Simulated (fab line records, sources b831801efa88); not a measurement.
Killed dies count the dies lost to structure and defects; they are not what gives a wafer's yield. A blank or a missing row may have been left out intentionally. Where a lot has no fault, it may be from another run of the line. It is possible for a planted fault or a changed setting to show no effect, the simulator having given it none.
Struck lot and sound lot, side by side -- flow sfq_line -- 14 out of 325 route steps
Sound: these wafers, L688.2, L688.3, L688.6. Wafers struck: L702.1, L702.4, L702.5. Last of all comes the cause.
Per side, at each step with rows, come the tool, then ch with its chambers, and then its first start. Under that, the readings that differ: sound wafers -- struck wafers -- difference of the means -- sigmas: that difference in standard deviations of wafers without a fault.
alike: same words and numbers on both sides, and readings whose means sit less than 2 such deviations apart. not compared: any withheld reading, any reading some wafer has no value for, any bound like >300 that may hide the same value, and any number with overlapping values for which the record gives no deviation.
A row with sigmas, a row that says differs or no value, or rows on one side alone: a step with any of these is where the two part. Non-overlapping numbers with no deviation appear without sigmas and do not part them. A reading that every wafer of one side lacks parts them only if that side has two wafers or more.

SFQ_INCOMING_BOW_MEAS_900:
  sound on film_metro-03 at day 1 20:01; struck on film_metro-03 at day 4 18:00
  alike: INCOMING_BOW
then, 1 step without rows for these wafers: SFQ_TRILAYER_INCOMING_OXIDATION_002 (target thk 500 nm, ox time 4939 s).
SFQ_TRILAYER_L0_DEP_SPUTTER_003: material MoNx KI, target thk 40 nm, time 100 s.
  sound on pvd_sputter-06 at day 1 22:29; struck on pvd_sputter-04 at day 4 20:29
reading,sound,struck,difference,sigmas
throttle_valve_pct (%),28.8 28.9 28.6,31.1 31.1 31.3,+2.4,+2
SFQ_L0_RS_MEAS_901: uses a four-point probe to measure.
  sound on film_metro-02 at day 1 22:35; struck on film_metro-01 at day 4 20:34
  alike: L0_MONX_KI_RS
SFQ_L0_THK_MEAS_902: measures by xrf.
  sound on film_metro-02 at day 1 22:41; struck on film_metro-01 at day 4 20:41
  alike: L0_MONX_KI_THK
then, 1 step without rows for these wafers: SFQ_TRILAYER_L0_LITHO_COAT_010 (resist thk 62 nm).
SFQ_TRILAYER_L0_LITHO_COAT_005: resist thk 600 nm.
  sound on litho_track-01 ch 0, day 1 23:05; struck on litho_track-04 ch 0, day 4 21:02
reading,sound,struck,difference,sigmas
spin_speed_rpm (rpm),2997.4 3000.0 2998.6,2618.3 2618.2 2620.5,-379.7,-99 or more
model.KrF_of_TRILAYER_L0_LITHO_COAT_005.thk_nm (nm),601.1 601.2 602.9,644.5 644.9 642.8,+42.3,
  alike: resist_line_temp_C
then, 4 steps without rows for these wafers: SFQ_TRILAYER_L0_LITHO_SOFTBAKE_009; SFQ_TRILAYER_L0_LITHO_EXPOSE_006 (exposes mask L0, target cd 2000 nm); SFQ_TRILAYER_L0_LITHO_PEB_008 (peb time 60 s); SFQ_TRILAYER_L0_LITHO_DEVELOP_007 (time 60 s).
SFQ_TRILAYER_L0_BARC_OPEN_METAL_ETCH_010: etches BARC in O2, target depth 125 nm, time 41.7 s.
  sound on rie_metal-02 ch 1, day 3 19:47; struck on rie_metal-01 ch 0,1, day 6 07:43
reading,sound,struck,difference,sigmas
drypump_motor_current_A (A),6.3 6.3 6.3,5.5 5.4 5.4,-0.9,-2
  alike: bias_w, oes_product_au
  not compared: rf_hours_counter_h
SFQ_TRILAYER_L0_ETCH_METAL_ETCH_008: etches MoNx KI in SF6/O2, stops on SiO2, target depth 50 nm, time 25 s.
  sound on rie_metal-02 ch 1, day 3 19:50; struck on rie_metal-01 ch 0,1, day 6 07:46
reading,sound,struck,difference,sigmas
drypump_motor_current_A (A),6.3 6.3 6.3,5.5 5.5 5.5,-0.8,-2
model.KrF_of_TRILAYER_L0_LITHO_COAT_005.thk_nm (nm),481.8 482 483.2,526 527.8 525.5,+44,
  alike: bias_w, oes_product_au
  not compared: rf_hours_counter_h
SFQ_TRILAYER_L0_STRIP_STRIP_009: strips in O2.
  sound on rie_metal-02 ch 1, day 3 19:53; struck on rie_metal-01 ch 0,1, day 6 07:49
reading,sound,struck,difference,sigmas
drypump_motor_current_A (A),6.3 6.3 6.3,5.5 5.4 5.4,-0.9,-2
  alike: oes_product_au
  not compared: rf_hours_counter_h

== WHERE THEY PART ==
Earliest at SFQ_TRILAYER_L0_DEP_SPUTTER_003; latest, in this record, at SFQ_TRILAYER_L0_STRIP_STRIP_009.

WHY: what had been put in by the simulator
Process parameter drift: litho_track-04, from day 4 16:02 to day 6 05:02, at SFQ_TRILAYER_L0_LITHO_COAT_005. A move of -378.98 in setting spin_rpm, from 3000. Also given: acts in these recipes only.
